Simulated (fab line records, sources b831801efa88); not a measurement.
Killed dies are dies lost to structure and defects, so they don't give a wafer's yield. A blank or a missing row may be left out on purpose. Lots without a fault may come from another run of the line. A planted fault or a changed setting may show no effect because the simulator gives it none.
fab line records | flow gf180mcu | part 1 of 2: steps 1 to 42 of 43
record lots=6 wafers=18 last_day=34
route steps=602 shown MIM@510 M5@526 V5@540 PASSIVATION@602
lots that met no fault: from a run of the same line without faults
start_h: hours from the record's first day to the start of the lot's first wafer shown | wait_h: hours since the lot's step before | " the same as in the row above | L1.1+2: a row that stands for several wafers | - no value, or no start given | * or withheld: withheld | < > ~ a bound
route shown NAME@n: a module of which the file shows steps, and the number in the route of the first | usual: mean/standard deviation of fault-free wafers | same: alike in all rows | chamber/n: place in a boat | sites: the reading at each site | _std_site: their standard deviation | _edge_site: outer sites' mean less inner sites' | radius_mm: how far each site lies from the wafer's centre | mask NAME#n: copy n | behind: the tool/chamber that last shaped the wafer | hold: why the lot was held/for how many hours/how that ended | device: the transistor (n, p or np) that didn't switch | end of line: the same wafers' tests at the end of the route | a step without rows: its recipe alone | killed: dies lost to structure and defects at the first sort, not the wafer's yield | map: a wafer's dies, x killed, . not, _ none there
set.NAME: the setting as run; set.NAME@STEP: as run at that earlier step | model.NAME: the simulator's own value behind a step, which no gauge read
lots at some steps of the route; a table a step, a row a wafer
services: from which hour (start_h, from the record's first day; less than 0 if before it) a tool's chamber was out of use, for how many hours, and why
## steps
# step GF_MIM_SPUTTER_07
# recipe material=TiN target_thk_nm=60 power_w=6500 time_s=50 chamber_pressure_pa=0.4
# step GF_MIM_SPUTTER_08
# recipe material=AlCu target_thk_nm=200 power_w=10600 time_s=10.6 chamber_pressure_pa=0.4
# usual throttle_valve_pct=30.5/1.2
# columns lot.wafer tool chamber start_h wait_h throttle_valve_pct
L460.1 pvd_sputter-04 - 568.64 0.0 28.2
L460.2 " - " " 29.0
L460.4 " - " " 30.0
L463.2 pvd_sputter-04 - 603.71 0.0 28.4
L463.3 " - " " 30.0
L463.4 " - " " 29.0
L467.3 pvd_sputter-04 - 628.74 0.0 28.2
L467.4 " - " " 29.2
L467.5 " - " " 28.6
L471.1 pvd_sputter-02 - 653.53 0.0 30.6
L471.4 " - " " 31.3
L471.6 " - " " 30.6
L473.1 pvd_sputter-04 - 665.49 0.0 28.8
L473.2 " - " " 28.5
L473.3 " - " " 29.9
L483.1 pvd_sputter-02 - 719.03 0.0 32.6
L483.2 " - " " 31.0
L483.3 " - " " 31.8
# step GF_MIM_SPUTTER_09
# recipe material=TiN target_thk_nm=35 power_w=6500 time_s=29.2 chamber_pressure_pa=0.4
# step GF_MIM_RS_MEAS_10
# recipe thk_meas_gauge=four-point-probe reads=TiN_of_MIM_SPUTTER_09+AlCu_of_MIM_SPUTTER_08+TiN_of_MIM_SPUTTER_07
# usual MIM_ALCU_RS=0.1601/0.0017
# columns lot.wafer tool chamber start_h wait_h MIM_ALCU_RS[ohm/sq]
L460.1 film_metro-04 - 568.70 0.0 0.1590
L460.2 " - " " 0.1613
L460.4 " - " " 0.1583
L463.2 film_metro-03 - 603.79 0.0 0.1614
L463.3 " - " " 0.1616
L463.4 " - " " 0.1624
L467.3 film_metro-04 - 628.84 0.1 0.1588
L467.4 " - " " 0.1612
L467.5 " - " " 0.1594
L471.1 film_metro-04 - 653.59 0.0 0.1626
L471.4 " - " " 0.1589
L471.6 " - " " 0.1605
L473.1 film_metro-04 - 665.54 0.0 0.1631
L473.2 " - " " 0.1617
L473.3 " - " " 0.1610
L483.1 film_metro-04 - 719.09 0.0 0.1604
L483.2 " - " " 0.1576
L483.3 " - " " 0.1580
# step GF_MIM_THK_MEAS_11
# recipe thk_meas_gauge=xrf reads=AlCu_of_MIM_SPUTTER_08
# usual MIM_ALCU_THK=200.9/2.1
# columns lot.wafer tool chamber start_h wait_h MIM_ALCU_THK[nm]
L460.1 film_metro-04 - 568.82 0.1 201.2
L460.2 " - " " 200.6
L460.4 " - " " 204.3
L463.2 film_metro-03 - 603.90 0.1 199.4
L463.3 " - " " 200.4
L463.4 " - " " 199.6
L467.3 film_metro-04 - 628.94 0.1 201.3
L467.4 " - " " 200.4
L467.5 " - " " 200.8
L471.1 film_metro-04 - 653.71 0.1 199.7
L471.4 " - " " 203.5
L471.6 " - " " 200.7
L473.1 film_metro-04 - 665.66 0.1 199.9
L473.2 " - " " 201.3
L473.3 " - " " 202.0
L483.1 film_metro-04 - 719.21 0.1 201.2
L483.2 " - " " 204.6
L483.3 " - " " 204.2
# step GF_MIM_DEHYDRATE_12
# recipe temp_c=200 time_s=60
# step GF_MIM_HMDS_13
# recipe prime_time_s=60 prime_temp_c=120
# step GF_MIM_COAT_14
# recipe resist=NOVOLAK spin_rpm=3000 resist_thk_nm=1000
# step GF_MIM_SOFTBAKE_15
# recipe temp_c=90 time_s=60 resist=NOVOLAK
# step GF_MIM_EXPOSE_16
# recipe mask_id=FuseTop target_cd_nm=2000 na=0.6 source_shape=conventional sigma_outer=0.6 dose_mj=140
# step GF_MIM_PEB_17
# recipe temp_c=withheld time_s=* resist=NOVOLAK
# step GF_MIM_DEVELOP_18
# recipe develop_time_s=60 dev_temp_c=23
# step GF_MIM_METAL_ETCH_19
# recipe chemistry=Cl2/BCl3 mask_material=NOVOLAK stop_on=Si3N4 target_depth_nm=324.5 pressure_mtorr=8 icp_w=800 bias_w=140 Cl2_flow_sccm=80 bcl3_flow_sccm=40 time_s=54.1
# usual bias_w=139.9/0.46 drypump_motor_current_A=5.8/0.36 oes_product_au=0.942/0.0061 throttle_valve_pct=28.282/0.0086
# columns lot.wafer tool chamber start_h wait_h bias_w drypump_motor_current_A oes_product_au rf_hours_counter_h throttle_valve_pct
L460.1 rie_metal-02 1 589.43 0.1 139.9 5.4 0.934 2 28.266
L460.2 " 0 " " 139.7 5.4 0.942 1 28.275
L460.4 " 1 " " 140.8 5.5 0.953 - 28.256
L463.2 rie_metal-02 0 624.30 0.1 140.2 5.3 0.941 2 28.286
L463.3 " 1 " " 140.5 5.5 0.939 - 28.270
L463.4 " 0 " " 140.1 5.4 0.937 - 28.299
L467.3 rie_metal-04 0 649.17 0.1 141.1 6.0 0.943 - 28.276
L467.4 " 1 " " 138.4 5.8 0.936 - 28.288
L467.5 " 1 " " 138.7 5.8 0.942 - 28.276
L471.1 rie_metal-04 0 673.18 0.1 140.4 6.0 0.936 9 28.287
L471.4 " 0 " " 140.2 6.0 0.946 - 28.273
L471.6 " 1 " " 140.5 5.8 0.937 - 28.282
L473.1 rie_metal-04 1 683.88 0.1 140.2 5.8 0.935 6 28.300
L473.2 " 0 " " 140.5 6.0 0.944 9 28.280
L473.3 " 1 " " 140.6 5.9 0.935 - 28.282
L483.1 rie_metal-03 0 736.48 0.1 139.9 6.4 0.943 17 28.285
L483.2 " 1 " " 140.0 5.5 0.946 2 28.273
L483.3 " 1 " " 140.7 5.5 0.947 - 28.284
# step GF_MIM_STRIP_20
# recipe chemistry=O2/N2 power_w=1400 pressure_mtorr=1500 platen_temp_c=250 o2_flow_sccm=3000 n2_flow_sccm=300 overash_fraction=0.5
# usual drypump_motor_current_A=5.7/0.45 heater_power_w=367/29 n2_flow_sccm=300.0/0.81 oes_product_au=0.693/0.0047 strip_time_to_endpoint_s=11.25/0.047
# columns lot.wafer tool chamber start_h wait_h drypump_motor_current_A heater_power_w n2_flow_sccm oes_product_au rf_hours_counter_h strip_time_to_endpoint_s
L460.1 plasma_asher-02 0 589.50 0.0 5.1 329 299.9 0.692 49 11.28
L460.2 " 1 " " 5.4 358 298.8 0.692 49 11.30
L460.4 " 1 " " 5.4 353 299.1 0.686 - 11.26
L463.2 plasma_asher-02 1 624.37 0.0 5.4 358 300.0 0.693 52 11.31
L463.3 " 1 " " 5.4 361 299.6 0.702 - 11.25
L463.4 " 0 " " 5.2 330 299.8 0.693 - 11.35
L467.3 plasma_asher-03 0 649.25 0.1 6.4 401 299.0 0.695 - 11.32
L467.4 " 1 " " 5.6 400 300.4 0.693 - 11.34
L467.5 " 1 " " 5.6 390 299.3 0.703 - 11.34
L471.1 plasma_asher-03 1 673.25 0.0 5.6 399 301.7 0.687 23 11.17
L471.4 " 1 " " 5.6 391 301.0 0.684 - 11.21
L471.6 " 0 " " 6.4 392 300.1 0.692 - 11.28
L473.1 plasma_asher-03 0 683.95 0.0 6.5 394 298.7 0.696 24 11.32
L473.2 " 1 " " 5.6 405 300.7 0.698 24 11.28
L473.3 " 0 " " 6.5 384 300.2 0.699 - 11.36
L483.1 plasma_asher-03 1 736.55 0.0 5.6 405 299.3 0.697 29 11.23
L483.2 " 0 " " 6.4 381 300.4 0.692 29 11.21
L483.3 " 0 " " 6.4 392 301.0 0.699 - 11.23
# step GF_MIM_STRIP_21
# recipe chemistry=post_etch_residue_remover time_s=1200 temp_c=72.5
# step GF_MIM_CLEAN_22
# recipe chemistry=DIW dry=n2_spin
# step GF_M5_DEHYDRATE_00
# recipe temp_c=200 time_s=60
# step GF_M5_HMDS_01
# recipe prime_time_s=60 prime_temp_c=120
# step GF_M5_COAT_02
# recipe resist=KrF spin_rpm=withheld resist_thk_nm=1000
# step GF_M5_SOFTBAKE_03
# recipe temp_c=130 time_s=60 resist=KrF
# step GF_M5_EXPOSE_04
# recipe mask_id=Metal5 target_cd_nm=280 na=0.68 source_shape=conventional sigma_outer=0.6 dose_mj=28
# step GF_M5_PEB_05
# recipe peb_temp_c=135 peb_time_s=90 resist=KrF
# step GF_M5_DEVELOP_06
# recipe develop_time_s=60 dev_temp_c=21.57
# step GF_M5_CD_MEAS_07
# recipe target_cd_nm=280
# usual cd_nm=280.2/1.2
# columns lot.wafer tool chamber start_h wait_h cd_nm
L460.1 cd_sem-02 - 611.40 0.1 277.2
L460.2 " - " " 277.8
L460.4 " - " " 278.3
L463.2 cd_sem-02 - 644.52 0.1 280.4
L463.3 " - " " 278.3
L463.4 " - " " 280.6
L467.3 cd_sem-02 - 669.12 0.1 281.0
L467.4 " - " " 281.1
L467.5 " - " " 282.5
L471.1 cd_sem-02 - 693.40 0.1 278.8
L471.4 " - " " 278.6
L471.6 " - " " 279.5
L473.1 cd_sem-02 - 702.65 0.1 281.5
L473.2 " - " " 280.5
L473.3 " - " " 281.8
L483.1 cd_sem-02 - 753.90 0.1 280.8
L483.2 " - " " 280.2
L483.3 " - " " 281.4
# step GF_M5_OVL_MEAS_08
# usual M5_OVL=-1/5.6
# columns lot.wafer tool chamber start_h wait_h M5_OVL[nm]
L460.1 overlay-02 - 611.52 0.1 5
L460.2 " - " " -4
L460.4 " - " " 7
L463.2 overlay-01 - 644.62 0.1 -15
L463.3 " - " " -5
L463.4 " - " " -6
L467.3 overlay-02 - 669.21 0.1 -3
L467.4 " - " " 1
L467.5 " - " " -4
L471.1 overlay-01 - 693.52 0.1 -2
L471.4 " - " " -2
L471.6 " - " " -1
L473.1 overlay-01 - 702.77 0.1 -5
L473.2 " - " " 2
L473.3 " - " " 2
L483.1 overlay-02 - 754.02 0.1 -2
L483.2 " - " " 11
L483.3 " - " " 6
# step GF_M5_ETCH_09
# recipe chemistry=CF4/O2 target=Si3N4 target_depth_nm=52 source_w=800 bias_w=150 pressure_mtorr=150 cf4_flow_sccm=80 O2_flow_sccm=10 time_s=11.6
# usual bias_w=150.0/0.46 drypump_motor_current_A=5.5/0.39 oes_product_au=0.998/0.0089 throttle_valve_pct=5.970/0.0085
# columns lot.wafer tool chamber start_h wait_h bias_w drypump_motor_current_A oes_product_au rf_hours_counter_h throttle_valve_pct
L460.1 rie_diel-04 0 611.55 0.0 149.7 5.9 1.001 11 5.966
L460.2 " 1 " " 149.5 5.8 1.004 70 5.990
L460.4 " 2 " " 150.0 5.2 0.985 20 5.961
L463.2 rie_diel-02 1 644.65 0.0 150.3 5.9 0.986 2 5.977
L463.3 " 3 " " 149.5 5.3 0.988 43 5.967
L463.4 " 2 " " 150.0 5.5 0.997 18 5.986
L467.3 rie_diel-04 3 669.24 0.0 150.4 5.3 0.985 13 5.950
L467.4 " 1 " " 150.4 5.8 0.993 1 5.972
L467.5 " 2 " " 150.1 5.1 0.998 - 5.959
L471.1 rie_diel-04 1 693.55 0.0 149.5 5.8 0.997 2 5.972
L471.4 " 2 " " 150.4 5.1 0.997 23 5.963
L471.6 " 0 " " 150.3 5.9 0.991 - 5.954
L473.1 rie_diel-04 0 702.80 0.0 149.9 5.9 0.994 14 5.977
L473.2 " 3 " " 150.1 5.3 0.986 14 5.964
L473.3 " 2 " " 150.0 5.1 0.988 24 5.976
L483.1 rie_diel-04 1 754.05 0.0 149.7 5.8 0.996 4 5.977
L483.2 " 2 " " 150.6 5.1 0.987 26 5.963
L483.3 " 0 " " 150.3 5.9 0.994 17 5.983
# step GF_M5_METAL_ETCH_10
# recipe chemistry=Cl2/BCl3 mask_material=KrF target_depth_nm=750.8 stop_on=SiO2 pressure_mtorr=8 icp_w=800 bias_w=140 Cl2_flow_sccm=80 bcl3_flow_sccm=40 time_s=125.1
# step GF_M5_STRIP_11
# recipe chemistry=O2/N2 power_w=1400 pressure_mtorr=1500 platen_temp_c=250 o2_flow_sccm=3000 n2_flow_sccm=300 overash_fraction=0.5
# usual drypump_motor_current_A=5.6/0.42 heater_power_w=360/34 n2_flow_sccm=299.8/0.92 oes_product_au=0.525/0.0056 strip_time_to_endpoint_s=7.08/0.067
# columns lot.wafer tool chamber start_h wait_h drypump_motor_current_A heater_power_w n2_flow_sccm oes_product_au rf_hours_counter_h strip_time_to_endpoint_s
L460.1 plasma_asher-03 1 611.71 0.1 5.6 397 299.5 0.519 16 6.94
L460.2 " 0 " " 6.4 390 297.7 0.531 16 7.11
L460.4 " 1 " " 5.6 402 300.4 0.523 - 6.93
L463.2 plasma_asher-02 1 644.81 0.1 5.4 362 300.5 0.521 54 7.05
L463.3 " 1 " " 5.4 355 301.5 0.525 - 7.18
L463.4 " 0 " " 5.1 331 300.5 0.523 - 7.03
L467.3 plasma_asher-02 0 669.42 0.1 5.2 319 299.4 0.526 - 7.04
L467.4 " 1 " " 5.4 356 297.3 0.516 - 7.14
L467.5 " 0 " " 5.2 337 300.1 0.527 - 7.08
L471.1 plasma_asher-03 1 693.70 0.1 5.6 396 301.0 0.526 25 7.09
L471.4 " 1 " " 5.6 413 299.9 0.525 - 7.08
L471.6 " 0 " " 6.4 390 299.9 0.524 - 7.06
L473.1 plasma_asher-03 0 703.08 0.2 6.4 392 299.4 0.521 26 7.08
L473.2 " 1 " " 5.6 411 300.6 0.532 26 7.07
L473.3 " 1 " " 5.6 400 301.0 0.531 - 7.07
L483.1 plasma_asher-02 1 754.20 0.1 5.4 349 299.4 0.530 67 7.14
L483.2 " 0 " " 5.2 334 299.5 0.530 67 7.08
L483.3 " 0 " " 5.1 327 299.6 0.529 - 7.14
# step GF_M5_STRIP_12
# recipe chemistry=post_etch_residue_remover time_s=1200 temp_c=72.5
# step GF_M5_CLEAN_13
# recipe chemistry=DIW dry=n2_spin
# step GF_V5_CVD_00
# recipe material=SiO2 target_thk_nm=300 sigma_open_frac=0.3 temp_c=400 time_s=50 sih4_flow_sccm=60 pressure_mtorr=6
# step GF_V5_THK_MEAS_01
# recipe reads=SiO2_of_V5_CVD_00
# usual V5_CVD_00_THK=300/3.4
# columns lot.wafer tool chamber start_h wait_h V5_CVD_00_THK[nm]
L460.1 film_metro-03 - 612.63 0.0 307
L460.2 " - " " 298
L460.4 " - " " 302
L463.2 film_metro-01 - 645.39 0.0 302
L463.3 " - " " 306
L463.4 " - " " 306
L467.3 film_metro-01 - 670.02 0.0 296
L467.4 " - " " 295
L467.5 " - " " 295
L471.1 film_metro-04 - 694.28 0.0 302
L471.4 " - " " 303
L471.6 " - " " 300
L473.1 film_metro-01 - 704.00 0.0 306
L473.2 " - " " 301
L473.3 " - " " 298
L483.1 film_metro-01 - 754.80 0.0 299
L483.2 " - " " 302
L483.3 " - " " 298
# step GF_V5_CVD_02
# recipe material=SiO2 target_thk_nm=1450 precursor=TEOS temp_c=400 time_s=163.28 rf_w=600
# step GF_V5_THK_MEAS_03
# recipe reads=SiO2_of_V5_CVD_02
# usual V5_CVD_02_THK=1448/20
# columns lot.wafer tool chamber start_h wait_h V5_CVD_02_THK[nm]
L460.1 film_metro-01 - 612.79 0.1 1447
L460.2 " - " " 1451
L460.4 " - " " 1488
L463.2 film_metro-04 - 645.56 0.1 1434
L463.3 " - " " 1463
L463.4 " - " " 1464
L467.3 film_metro-01 - 670.19 0.1 1397
L467.4 " - " " 1449
L467.5 " - " " 1430
L471.1 film_metro-03 - 694.45 0.1 1443
L471.4 " - " " 1458
L471.6 " - " " 1450
L473.1 film_metro-01 - 704.17 0.1 1411
L473.2 " - " " 1426
L473.3 " - " " 1409
L483.1 film_metro-01 - 754.97 0.1 1419
L483.2 " - " " 1422
L483.3 " - " " 1418
# step GF_V5_CMP_04
# recipe material=SiO2 down_force_psi=4 platen_rpm=60 pad_velocity_m_s=0.94248
# usual motor_current_A=11.7/1.1 platen_rpm=60.00/0.041 slurry_flow_ml_min=150.1/0.44
# columns lot.wafer tool chamber start_h wait_h motor_current_A platen_rpm slurry_flow_ml_min
L460.2 cmp-02 3 613.09 0.3 10.4 60.03 149.8
L460.4 " 0 " " 11.3 60.02 150.0
L460.1 " 1 " " 11.5 60.07 149.2
L463.3 cmp-02 2 645.61 0.0 14.0 60.03 150.2
L463.4 " 3 " " 10.0 60.02 150.3
L463.2 " 1 " " 11.4 60.01 149.5
L467.3 cmp-02 0 670.28 0.1 12.5 59.93 150.6
L467.4 " 2 " " 13.2 60.02 149.5
L467.5 " 0 " " 12.4 60.00 149.7
L471.4 cmp-01 3 694.51 0.0 11.0 60.02 150.5
L471.1 " 0 " " 9.9 60.07 149.5
L471.6 " 3 " " 11.3 59.93 150.9
L473.3 cmp-02 2 704.23 0.0 13.4 59.96 150.4
L473.2 " 0 " " 12.5 59.97 150.2
L473.1 " 1 " " 11.4 59.96 150.5
L483.3 cmp-02 2 755.03 0.0 13.4 60.00 149.6
L483.1 " 3 " " 9.7 60.05 149.3
L483.2 " 0 " " 12.4 60.01 149.6
# step GF_V5_BOW_MEAS_05
# recipe mode=bow
# usual V5_BOW=136/9.5
# columns lot.wafer tool chamber start_h wait_h V5_BOW[um]
L460.1 film_metro-03 - 613.34 0.1 146
L460.2 " - " " 132
L460.4 " - " " 140
L463.2 film_metro-01 - 645.93 0.1 148
L463.3 " - " " 148
L463.4 " - " " 154
L467.3 film_metro-04 - 670.59 0.3 140
L467.4 " - " " 145
L467.5 " - " " 142
L471.1 film_metro-01 - 694.81 0.2 133
L471.4 " - " " 128
L471.6 " - " " 139
L473.1 film_metro-03 - 704.55 0.1 129
L473.2 " - " " 132
L473.3 " - " " 126
L483.1 film_metro-03 - 755.33 0.2 125
L483.2 " - " " 118
L483.3 " - " " 132
# step GF_V5_DEHYDRATE_06
# recipe temp_c=200 time_s=60
# step GF_V5_HMDS_07
# recipe prime_time_s=60 prime_temp_c=120
# step GF_V5_COAT_08
# recipe resist=BARC temp_c=withheld time_s=withheld spin_rpm=withheld resist_thk_nm=withheld
# step GF_V5_COAT_09
# recipe resist=KrF spin_rpm=withheld resist_thk_nm=1000
# step GF_V5_SOFTBAKE_10
# recipe temp_c=130 time_s=60 resist=KrF
# step GF_V5_EXPOSE_11
# recipe mask_id=Via5 target_cd_nm=260 na=0.68 source_shape=conventional sigma_outer=0.6 dose_mj=38
